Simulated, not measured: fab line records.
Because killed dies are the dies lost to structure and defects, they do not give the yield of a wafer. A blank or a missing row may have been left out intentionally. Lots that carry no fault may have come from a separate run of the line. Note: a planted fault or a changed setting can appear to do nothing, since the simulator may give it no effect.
fab line records | flow gf180mcu
record: lots: 11 wafers: 33 last_day: 34
route steps=602 shown VT_IMPLANT@119 NSD@245 SAB@265
lots that met no fault: taken from a fault-free run of the same line
start_h: the number of hours between the record's first day and the start of the first shown wafer of the lot | wait_h: hours since the lot's step before | " identical to the entry in the row above | L1.1+2: a single row standing in for several wafers | - no value, or no start given | * or withheld: withheld | < > ~ a bound
route shown NAME@n: NAME is a module with steps in the file, n the number in the route of the first one | usual: mean and standard deviation over wafers with no fault | same: alike in all rows | chamber/n: place in a boat | sites: each site's reading | _std_site: their standard deviation | _edge_site: the outer-site mean with the inner-site mean subtracted | radius_mm: for every site, how far away it sits from the centre of the wafer | mask NAME#n: copy n | behind: the tool/chamber that last shaped the wafer | hold: why the lot went on hold/how many hours it stayed there/how the hold came to an end | device: transistor that didn't switch, given as n, p or np | end of line: tests of these same wafers at the route's end | step lacking rows: just its recipe | killed: dies that structure and defects cost at the first sort, which is not the same as the wafer's yield | map: a wafer's dies, marking killed ones x, the rest . and places with no die _
set.NAME: the run value of the setting; set.NAME@STEP: its run value at that earlier step | model.NAME: the simulator's own value behind a step, which no gauge read
a sample of lots followed through the steps of the route, with each step as a table and each wafer as a row
services: when a tool's chamber went out of use (start_h, in hours from the record's first day, below 0 if earlier), for how many hours, and the reason
== steps ==
step: GF_VT_IMPLANT_OVL_MEAS_29
usual: VT_IMPLANT_02_OVL: 0.7/1.1
columns lot.wafer tool chamber start_h wait_h VT_IMPLANT_02_OVL[nm]
L350.2 overlay-02 - 143.28 0.1 -0.5
L350.4 " - " " 0.4
L350.5 " - " " 2.9
L351.3 overlay-02 - 149.59 0.1 1.0
L351.4 " - " " 0.1
L351.5 " - " " -0.1
L352.2 overlay-02 - 153.23 0.1 1.1
L352.4 " - " " 0.2
L352.6 " - " " 0.1
L354.1 overlay-01 - 165.82 0.1 2.4
L354.3 " - " " 1.0
L354.6 " - " " 0.0
L356.2 overlay-01 - 179.92 0.1 2.9
L356.4 " - " " -0.2
L356.5 " - " " 2.0
L363.1 overlay-02 - 224.52 0.1 0.2
L363.2 " - " " 2.6
L363.3 " - " " 1.9
L365.1 overlay-01 - 236.72 0.1 -2.0
L365.2 " - " " 0.7
L365.6 " - " " -0.1
L368.3 overlay-01 - 257.78 0.1 -0.1
L368.5 " - " " -0.1
L368.6 " - " " 1.0
L371.3 overlay-02 - 274.44 0.1 -0.3
L371.4 " - " " -0.3
L371.5 " - " " -0.9
L372.1 overlay-01 - 280.37 0.1 1.7
L372.2 " - " " 0.4
L372.4 " - " " 1.8
L373.1 overlay-01 - 290.27 0.1 1.5
L373.2 " - " " 3.1
L373.4 " - " " 0.4
step: GF_NSD_IMPLANT_10
recipe: species: P energy_kev: 40 dose_cm2: 5e+14 tilt_deg: 7
usual: dose_ions_cm2: 5e+14/6.1e+11 end_station_pressure_torr: 7.2e-06/3.3e-07 faraday_current_uA: 2795/55
columns lot.wafer tool chamber start_h wait_h dose_ions_cm2 end_station_pressure_torr faraday_current_uA
L350.2 implanter-04 0 298.15 0.1 5.001e+14 7e-06 2843
L350.4 " 0 " " 5.005e+14 7.4e-06 2846
L350.5 " 0 " " 5.012e+14 7.5e-06 2764
L351.3 implanter-01 0 314.67 0.1 4.996e+14 7.7e-06 2765
L351.4 " 0 " " 4.993e+14 7.3e-06 2841
L351.5 " 0 " " 4.996e+14 7.2e-06 2815
L352.2 implanter-04 0 315.00 0.1 4.994e+14 7.1e-06 2800
L352.4 " 0 " " 4.996e+14 6.8e-06 2763
L352.6 " 0 " " 4.991e+14 7.1e-06 2828
L354.1 implanter-01 0 330.72 0.1 5.01e+14 7.1e-06 2699
L354.3 " 0 " " 5.004e+14 7.4e-06 2740
L354.6 " 0 " " 5e+14 7.5e-06 2709
L356.2 implanter-01 0 352.00 0.1 4.997e+14 7.2e-06 2822
L356.4 " 0 " " 4.997e+14 7e-06 2834
L356.5 " 0 " " 4.996e+14 6.8e-06 2905
L363.1 implanter-01 0 404.57 0.1 7.758e+14 8.3e-06 4212
L363.2 " 0 " " 7.752e+14 8.7e-06 4223
L363.3 " 0 " " 7.755e+14 7.8e-06 4203
L365.1 implanter-01 0 416.57 0.1 7.757e+14 8.3e-06 4259
L365.2 " 0 " " 7.76e+14 8.4e-06 4332
L365.6 " 0 " " 7.762e+14 8.4e-06 4331
L368.3 implanter-03 0 442.78 0.1 4.99e+14 7.8e-06 2783
L368.5 " 0 " " 4.997e+14 7.1e-06 2736
L368.6 " 0 " " 4.993e+14 7e-06 2903
L371.3 implanter-04 0 464.67 0.1 4.996e+14 7.8e-06 2821
L371.4 " 0 " " 4.994e+14 6.6e-06 2810
L371.5 " 0 " " 5.004e+14 7.1e-06 2875
L372.1 implanter-04 0 474.57 0.1 5.006e+14 7.8e-06 2700
L372.2 " 0 " " 5.001e+14 7.4e-06 2733
L372.4 " 0 " " 4.996e+14 6.9e-06 2724
L373.1 implanter-04 0 486.07 0.1 5.002e+14 6.9e-06 2730
L373.2 " 0 " " 5.003e+14 6.5e-06 2772
L373.4 " 0 " " 5.003e+14 6.9e-06 2864
step: GF_NSD_STRIP_11
recipe: chemistry: O2/N2 power_w: 1400 pressure_mtorr: 1500 platen_temp_c: 250 o2_flow_sccm: 3000 n2_flow_sccm: 300 overash_fraction: 0.5
usual: chamber_pressure_mTorr: 1500.1/1.2 drypump_motor_current_A: 5.7/0.31 heater_power_w: 324/35 n2_flow_sccm: 300.1/1.1 oes_product_au: 0.487/0.0045 platen_temp_c: 249.97/0.17 strip_time_to_endpoint_s: 22.97/0.036
columns lot.wafer tool chamber start_h wait_h chamber_pressure_mTorr drypump_motor_current_A heater_power_w n2_flow_sccm oes_product_au platen_temp_c rf_hours_counter_h strip_time_to_endpoint_s
L350.2 plasma_asher-02 0 298.28 0.1 1498.7 5.7 278 300.0 0.488 250.25 67 22.94
L350.4 " 1 " " 1500.3 5.8 339 300.4 0.478 249.86 - 23.00
L350.5 " 1 " " 1499.2 5.8 338 300.2 0.477 250.03 - 22.98
L351.3 plasma_asher-02 0 314.80 0.1 1500.9 5.6 287 301.3 0.493 249.98 - 22.95
L351.4 " 1 " " 1500.1 5.8 348 299.6 0.489 250.05 - 23.01
L351.5 " 1 " " 1500.4 5.8 330 299.5 0.478 250.15 - 23.00
L352.2 plasma_asher-02 1 315.13 0.1 1502.8 5.8 350 299.2 0.477 250.09 69 23.02
L352.4 " 1 " " 1501.5 5.8 346 299.5 0.485 250.09 - 22.98
L352.6 " 0 " " 1501.0 5.7 282 300.4 0.487 250.16 - 22.97
L354.1 plasma_asher-01 0 330.87 0.1 1500.9 5.9 338 299.2 0.476 249.81 68 22.99
L354.3 " 1 " " 1499.8 6.0 290 300.3 0.489 249.96 - 23.02
L354.6 " 1 " " 1500.2 6.0 295 300.0 0.486 250.25 - 23.01
L356.2 plasma_asher-04 0 352.13 0.1 1499.7 5.5 393 299.0 0.490 249.80 54 22.98
L356.4 " 1 " " 1500.3 4.9 326 300.5 0.486 250.10 - 22.96
L356.5 " 1 " " 1501.1 4.9 331 299.0 0.480 249.91 - 22.97
L363.1 plasma_asher-02 1 404.72 0.1 1500.2 5.8 338 301.5 0.479 249.83 79 23.20
L363.2 " 0 " " 1499.3 5.7 280 300.0 0.482 250.03 79 23.25
L363.3 " 1 " " 1502.4 5.8 354 300.7 0.477 249.81 - 23.27
L365.1 plasma_asher-01 0 416.72 0.1 1500.0 6.0 351 299.6 0.482 250.02 77 23.28
L365.2 " 1 " " 1499.6 6.1 290 301.9 0.477 249.96 77 23.27
L365.6 " 0 " " 1501.0 5.9 348 300.8 0.480 249.71 - 23.30
L368.3 plasma_asher-01 1 442.91 0.1 1501.2 6.1 294 298.5 0.497 250.13 - 22.93
L368.5 " 0 " " 1498.5 5.9 337 301.2 0.492 249.85 - 22.91
L368.6 " 1 " " 1499.8 6.1 292 297.2 0.489 250.25 - 22.91
L371.3 plasma_asher-02 1 464.80 0.1 1500.6 5.8 339 300.3 0.480 249.90 - 22.96
L371.4 " 0 " " 1499.2 5.7 273 301.5 0.488 250.10 - 22.91
L371.5 " 0 " " 1499.9 5.7 288 300.2 0.480 250.15 - 22.94
L372.1 plasma_asher-01 0 474.72 0.1 1500.4 5.9 338 301.4 0.481 250.09 5 22.92
L372.2 " 1 " " 1501.8 6.0 294 300.7 0.485 249.96 5 22.92
L372.4 " 1 " " 1500.6 6.1 290 299.4 0.489 250.25 - 22.92
L373.1 plasma_asher-02 0 486.22 0.1 1500.8 5.7 275 300.2 0.488 249.93 89 22.98
L373.2 " 1 " " 1500.5 5.8 339 299.2 0.485 249.63 89 22.96
L373.4 " 0 " " 1500.4 5.7 287 300.1 0.494 249.96 - 22.98
step: GF_PSD_RS_MEAS_14
recipe: thk_meas_gauge: four-point-probe
usual: NSD_RS: 46.13/0.086
columns lot.wafer tool chamber start_h wait_h hold NSD_RS[ohm/sq]
L350.2 film_metro-02 - 319.54 0.1 - 46.22
L350.4 " - " " - 46.18
L350.5 " - " " - 46.17
L351.3 film_metro-01 - 336.26 0.1 - 46.14
L351.4 " - " " - 46.21
L351.5 " - " " - 46.09
L352.2 film_metro-03 - 336.54 0.1 - 46.16
L352.4 " - " " - 46.21
L352.6 " - " " - 46.19
L354.1 film_metro-01 - 353.12 0.1 - 46.14
L354.3 " - " " - 46.15
L354.6 " - " " - 46.16
L356.2 film_metro-02 - 375.49 0.1 - 46.10
L356.4 " - " " - 46.13
L356.5 " - " " - 46.13
L363.1 film_metro-03 - 428.67 0.1 await_dispo/0.2h/release 42.99
L363.2 " - " " await_dispo/0.2h/release 43.18
L363.3 " - " " await_dispo/0.2h/release 43.00
L363.1 film_metro-03 - 428.95 0.3 - 42.98
L363.2 " - " " - 43.00
L363.3 " - " " - 43.03
L365.1 film_metro-01 - 441.47 0.1 await_dispo/0.2h/release 43.22
L365.2 " - " " await_dispo/0.2h/release 43.14
L365.6 " - " " await_dispo/0.2h/release 43.15
L365.1 film_metro-01 - 441.83 0.3 - 43.17
L365.2 " - " " - 43.22
L365.6 " - " " - 43.17
L368.3 film_metro-01 - 468.06 0.1 - 46.14
L368.5 " - " " - 46.32
L368.6 " - " " - 46.22
L371.3 film_metro-03 - 488.71 0.1 - 46.10
L371.4 " - " " - 46.08
L371.5 " - " " - 46.09
L372.1 film_metro-03 - 498.32 0.1 - 46.11
L372.2 " - " " - 46.09
L372.4 " - " " - 45.99
L373.1 film_metro-01 - 510.17 0.1 - 46.05
L373.2 " - " " - 46.21
L373.4 " - " " - 46.05
step: GF_SAB_THK_MEAS_01
recipe: reads: SiO2_of_SAB_CVD_00
usual: SAB_CVD_00_THK: 50.0/0.67
columns lot.wafer tool chamber start_h wait_h SAB_CVD_00_THK[nm]
L350.2 film_metro-01 - 319.79 0.0 49.8
L350.4 " - " " 50.5
L350.5 " - " " 51.4
L351.3 film_metro-02 - 336.51 0.0 49.6
L351.4 " - " " 49.7
L351.5 " - " " 49.4
L352.2 film_metro-01 - 336.79 0.0 50.0
L352.4 " - " " 50.7
L352.6 " - " " 50.6
L354.1 film_metro-04 - 353.38 0.0 49.1
L354.3 " - " " 49.4
L354.6 " - " " 50.4
L356.2 film_metro-01 - 375.74 0.0 50.3
L356.4 " - " " 51.1
L356.5 " - " " 50.8
L363.1 film_metro-02 - 430.73 0.0 49.3
L363.2 " - " " 49.5
L363.3 " - " " 50.5
L365.1 film_metro-02 - 443.83 0.0 50.0
L365.2 " - " " 49.2
L365.6 " - " " 51.7
L368.3 film_metro-02 - 468.30 0.0 48.9
L368.5 " - " " 50.8
L368.6 " - " " 49.6
L371.3 film_metro-02 - 488.95 0.0 49.9
L371.4 " - " " 50.9
L371.5 " - " " 51.5
L372.1 film_metro-02 - 498.58 0.0 49.6
L372.2 " - " " 49.4
L372.4 " - " " 50.1
L373.1 film_metro-04 - 510.43 0.0 49.9
L373.2 " - " " 48.7
L373.4 " - " " 50.1
step: GF_SAB_ETCH_11
recipe: chemistry: C4F8/O2/Ar mask_material: NOVOLAK target: SiO2 target_depth_nm: 55 source_w: 1500 bias_w: 1200 pressure_mtorr: 40 c4f8_flow_sccm: withheld O2_flow_sccm: 6 Ar_flow_sccm: 300 time_s: 8.5
usual: chamber_pressure_mTorr: 40.00/0.038 oes_product_au: 1.002/0.015
columns lot.wafer tool chamber start_h wait_h chamber_pressure_mTorr oes_product_au rf_hours_counter_h
L350.2 rie_diel-01 1 341.08 0.0 40.05 0.993 60
L350.4 " 0 " " 39.98 0.991 9
L350.5 " 2 " " 40.00 1.008 -
L351.3 rie_diel-04 3 357.77 0.0 40.00 1.000 9
L351.4 " 2 " " 40.01 0.970 16
L351.5 " 2 " " 39.94 0.965 -
L352.2 rie_diel-01 1 358.07 0.0 40.03 0.985 60
L352.4 " 2 " " 40.00 1.002 42
L352.6 " 1 " " 40.00 0.986 -
L354.1 rie_diel-01 2 375.87 0.0 39.98 1.002 42
L354.3 " 0 " " 40.00 0.976 9
L354.6 " 1 " " 39.92 0.984 -
L356.2 rie_diel-04 0 398.83 0.0 40.00 0.982 16
L356.4 " 3 " " 40.02 1.001 11
L356.5 " 1 " " 39.92 1.012 -
L363.1 rie_diel-04 3 453.12 0.0 40.06 1.011 12
L363.2 " 2 " " 40.01 0.984 19
L363.3 " 1 " " 39.98 1.012 17
L365.1 rie_diel-02 3 465.62 0.0 39.98 1.026 10
L365.2 " 1 " " 40.03 1.013 78
L365.6 " 3 " " 40.00 1.037 -
L368.3 rie_diel-04 3 491.27 0.0 39.92 1.004 13
L368.5 " 0 " " 39.99 0.989 -
L368.6 " 3 " " 40.10 1.010 -
L371.3 rie_diel-01 3 511.87 0.0 39.96 1.023 9
L371.4 " 2 " " 40.04 1.002 46
L371.5 " 1 " " 40.02 0.989 -
L372.1 rie_diel-02 2 521.27 0.0 39.99 1.008 17
L372.2 " 1 " " 39.95 1.012 79
L372.4 " 0 " " 40.01 0.996 8
L373.1 rie_diel-01 3 533.47 0.0 39.97 1.012 9
L373.2 " 2 " " 39.96 1.007 47
L373.4 " 1 " " 40.01 0.993 65
== services ==
columns tool chamber start_h hours kind
rie_diel-04 0 279.54 24.6 repair
rie_diel-02 1 290.82 9.5 repair
rie_diel-02 2 292.98 4.0 repair
plasma_asher-01 - 294.66 1.0 repair
plasma_asher-01 - 302.50 28.1 pm
rie_diel-01 2 303.45 4.7 repair
plasma_asher-04 - 311.77 3.7 repair
plasma_asher-04 - 322.44 4.5 repair
implanter-03 - 325.70 2.3 pm
implanter-01 - 361.76 2.4 pm
plasma_asher-01 - 364.35 3.7 repair
rie_diel-02 3 373.74 9.7 repair
plasma_asher-01 - 421.25 9.0 pm
plasma_asher-01 - 425.45 2.8 repair
rie_diel-02 3 429.46 2.7 repair
implanter-01 - 434.59 6.1 repair
rie_diel-04 1 435.56 2.8 repair
implanter-01 - 451.65 47.0 repair
rie_diel-02 2 464.28 1.8 repair
rie_diel-01 1 478.35 13.3 repair
rie_diel-04 2 479.84 4.1 repair
rie_diel-04 1 500.91 4.5 repair
rie_diel-04 0 502.93 2.5 repair
rie_diel-01 3 527.19 1.3 repair
== key ==
first_sign: step: GF_NSD_IMPLANT_10 reading: dose_ions_cm2 direction: up sigmas: 99+ usual: 5e+14 struck: 7.757e+14
effect: step: GF_NSD_IMPLANT_10 reading: faraday_current_uA direction: up sigmas: 27 usual: 2795 struck: 4260
effect: step: GF_NSD_STRIP_11 reading: strip_time_to_endpoint_s direction: up sigmas: 8.1 usual: * struck: *
effect: step: GF_PSD_RS_MEAS_14 reading: visit direction: added
effect: step: GF_PSD_RS_MEAS_14 reading: NSD_RS direction: down sigmas: 35 usual: 46.13 struck: 43.11
met_at GF_NSD_IMPLANT_10
struck_lots L363,L365
tester_left_out L363,L365
not_acting_at GF_VT_IMPLANT_OVL_MEAS_29,GF_SAB_THK_MEAS_01,GF_SAB_ETCH_11
onset_between 352.00 404.57
fault: kind: process_parameter_drift tool: implanter-01 chamber: - onset_h: 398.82 steps: GF_NSD_IMPLANT_10 channel: dose_cm2 offset: 2.7505e+14 shape: step end_h: 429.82 acts_in: these_recipes_only stated: 5e+14
tester_left_out: of these lots the tester's yield and bins aren't shown, on N5 and GAA mostly nor the transistor test; their killed dies are dies lost to structure and defects alone, not to doping, threshold or leakage, so they don't give the yield
